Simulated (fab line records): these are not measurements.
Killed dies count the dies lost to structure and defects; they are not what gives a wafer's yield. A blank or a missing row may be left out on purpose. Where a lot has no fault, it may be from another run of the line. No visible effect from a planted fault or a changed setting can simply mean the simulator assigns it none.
Problem report, 8D (eight disciplines) form, completed by code -- flow gf180mcu -- the parts of the form that need people (team, actions taken, sign-off) are left out

1. THE ISSUE
Mean of chamber pressure pa at GF_M3_SPUTTER_00: 2.223 Pa across 6 wafers in 2 lots; on wafers with no fault it is 2.000 Pa (standard deviation 0.0041). Relative to the usual mean, that is a shift of +54 standard deviations.
The step: material Ti, target thk 37.5 nm, time 150 s.
Seen first at day 23 12:57 on pvd sputter-04, wafer L289.1. At this step, 39 wafers from 13 lots have a number in the record. Rule for "out" (also "out of limits"): further than 4 standard deviations from the usual mean. The other wafers with a number count as sound.

2. WHAT IT IS; WHAT IT IS NOT
question,is,is not
which readings at this step,chamber pressure pa,cathode dc power W
which lots,"L289, L290","L280, L281, L285, L288, L297, L298, L299, L300, L301, L302, L303"
which wafers of those lots,all that have a number,-
read on which tools,pvd sputter-04,"pvd sputter-01, pvd sputter-03"
when,from day 23 12:57,"up to then (12 sound wafers); but 21 sound wafers of L297, L298, L299, L300, L301, L302, L303 came after"

3. WHAT RULES OUT EACH SUSPECT
Counting: a tool stays on the suspect list if, at a process step up to the reading, it processed all lots that are out and no sound lot following the first of them.
- pvd sputter-02 at GF_V2_SPUTTER_21 (material Ti, target thk 15 nm, time 80.02 s): ruled out as a lasting fault. Sound lots L299, L303 ran on it after its first lot that is out, L289 (day 23 12:16).
- pvd sputter-04 at GF_M3_SPUTTER_00 (material Ti, target thk 37.5 nm, time 150 s): ruled out as a lasting fault. Sound lots L297, L303 ran on it after its first lot that is out, L289 (day 23 12:57).
Left after counting: nothing in the record.

4. THE CAUSE (what the simulator had put in)
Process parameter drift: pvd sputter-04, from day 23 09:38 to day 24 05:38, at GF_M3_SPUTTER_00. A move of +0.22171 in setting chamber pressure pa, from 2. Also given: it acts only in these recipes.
Counting ruled it out, wrongly.

5. THE CHAIN OF EFFECTS, in route order
Each row: a reading where the mean over the struck wafers with a number is more than 3 standard deviations away from the usual. Readings are gone through only where the record gives a usual standard deviation; hours: the median, over the lots, of the time from a lot's start at the first step in this table giving one to that lot's start at this step; sigmas: the change measured in usual standard deviations.
hours,step,reading,usual,on struck wafers,change,sigmas
0,GF_M3_SPUTTER_00,chamber pressure pa,2.000 Pa,2.223,+0.223,+54
Here are the process steps it includes:
- GF_M3_SPUTTER_00: material Ti, target thk 37.5 nm, time 150 s.

6. HOW IT WOULD HAVE BEEN CAUGHT EARLIER
In this record the first reading out of limits was taken at day 23 12:57, 3 hours after the fault began at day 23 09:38.
